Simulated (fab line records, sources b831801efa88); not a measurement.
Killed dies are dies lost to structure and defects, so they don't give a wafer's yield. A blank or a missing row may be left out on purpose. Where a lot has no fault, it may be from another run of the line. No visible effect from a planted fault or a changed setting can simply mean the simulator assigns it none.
A lot that was struck, set against a sound lot + flow sky130 + 16 out of 708 route steps
Sound: these wafers, L356.2, L356.3, L356.4. Struck: wafer L365.3 (left out: L365.1, L365.4 of the same lot, which were not struck); the cause appears at the end.
At each step with rows: each side's tool, then ch and its chambers, then its first start. Under that, the readings that differ: sound wafers + struck wafers + difference of the means + sigmas: that difference in standard deviations of wafers without a fault.
alike: same words and numbers on both sides, and readings whose means sit less than 2 such deviations apart. not compared: any withheld reading, any reading some wafer has no value for, any bound like >300 that may hide the same value, and any number with overlapping values for which the record gives no deviation.
A row with sigmas, a row that says differs or no value, or rows on one side alone: a step with any of these is where the two part. Numbers that don't overlap but have no deviation are shown without sigmas and don't part them. A reading missing from all wafers of one side parts the sides only when that side holds two or more wafers.

first, 8 steps without rows for these wafers: SKY_METAL2_DEHYDRATE_07 (time 60 s); SKY_METAL2_HMDS_08 (prime time 60 s); SKY_METAL2_COAT_09 (resist thk 60 nm); SKY_METAL2_COAT_10 (resist thk 450 nm); SKY_METAL2_SOFTBAKE_11 (time 90 s); SKY_METAL2_EXPOSE_12 (exposes mask MM2, target cd 140 nm); SKY_METAL2_PEB_13; SKY_METAL2_DEVELOP_14 (develop time 60 s).
SKY_METAL2_CD_MEAS_15: target cd 140 nm.
  struck on cd sem-01, day 37 19:29; sound on cd sem-01, day 34 20:47
  alike: cd nm
SKY_METAL2_OVL_MEAS_16:
  struck on overlay-02, day 37 19:37; sound on overlay-01, day 34 20:53
  alike: METAL2_OVL
SKY_METAL2_DESCUM_17: chemistry O2, time 8 s.
  sound on rie metal-01 ch 0,1, day 34 20:55; struck on rie metal-02 ch 0, day 37 19:39
  alike: drypump motor current A, he backside leak sccm, oes product au
  not compared: rf hours counter h
SKY_METAL2_ETCH_18: etches BARC in N2/H2, stops on SiO2, time 45.9 s, target depth 60 nm.
  sound on rie metal-01 ch 0,1, day 34 20:57; struck on rie metal-02 ch 0, day 37 19:41
  alike: drypump motor current A, he backside leak sccm, oes product au, throttle valve pct
  not compared: rf hours counter h
SKY_METAL2_METAL_ETCH_19: etches the open film in Cl2/BCl3, stops on SiO2, target depth 360 nm, time 78 s.
  sound on rie metal-01 ch 0,1, day 34 21:01; struck on rie metal-02 ch 0, day 37 19:44
| reading                                       | sound             | struck | difference | sigmas |
|-----------------------------------------------|-------------------|--------|------------|--------|
| oes product au (a.u.)                         | 0.854 0.844 0.850 | 0.731  | -0.118     | -22    |
| model.KrF-thick_of_METAL2_COAT_10.thk nm (nm) | 159.6 158.5 158.5 | 259.8  | +100.9     |        |
| model.etch.depth nm (nm)                      | 357.6 354.3 357.4 | 264.7  | -91.7      |        |
| model.METAL2.feature depth nm (nm)            | 357.6 354.3 357.4 | 264.7  | -91.7      |        |
  alike: bcl3 flow sccm, drypump motor current A, he backside leak sccm, throttle valve pct
  not compared: rf hours counter h
SKY_METAL2_STRIP_20: strips in O2/N2.
  sound on plasma asher-03 ch 0,1, day 34 21:06; struck on plasma asher-01 ch 0, day 37 19:50
| reading                      | sound             | struck | difference | sigmas |
|------------------------------|-------------------|--------|------------|--------|
| oes product au (a.u.)        | 0.344 0.346 0.339 | 0.381  | +0.038     | +8     |
| strip time to endpoint s (s) | 2.695 2.697 2.695 | 3.776  | +1.080     | +39    |
  alike: drypump motor current A
  not compared: rf hours counter h
then, 1 step without rows for these wafers: SKY_METAL2_STRIP_21 (strips in post etch residue remover, time 1200 s).
-- the record jumps here: 10 days lie between the struck wafers' starts before and after (it left off in module METAL2 and takes up again in module PAD_OPEN, whose first step shown is number 708 of the route) --
SKY_PAD_OPEN_PROBE_99:
  only the struck wafers here have rows in the record (prober-02, day 47 20:49); the sound ones have none

WHERE THEY PART
Last at SKY_PAD_OPEN_PROBE_99 as far as this record goes, first at SKY_METAL2_METAL_ETCH_19.

WHY: whatever the simulator had introduced
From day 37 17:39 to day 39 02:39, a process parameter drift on rie metal-02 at SKY_METAL2_METAL_ETCH_19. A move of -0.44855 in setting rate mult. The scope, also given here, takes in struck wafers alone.
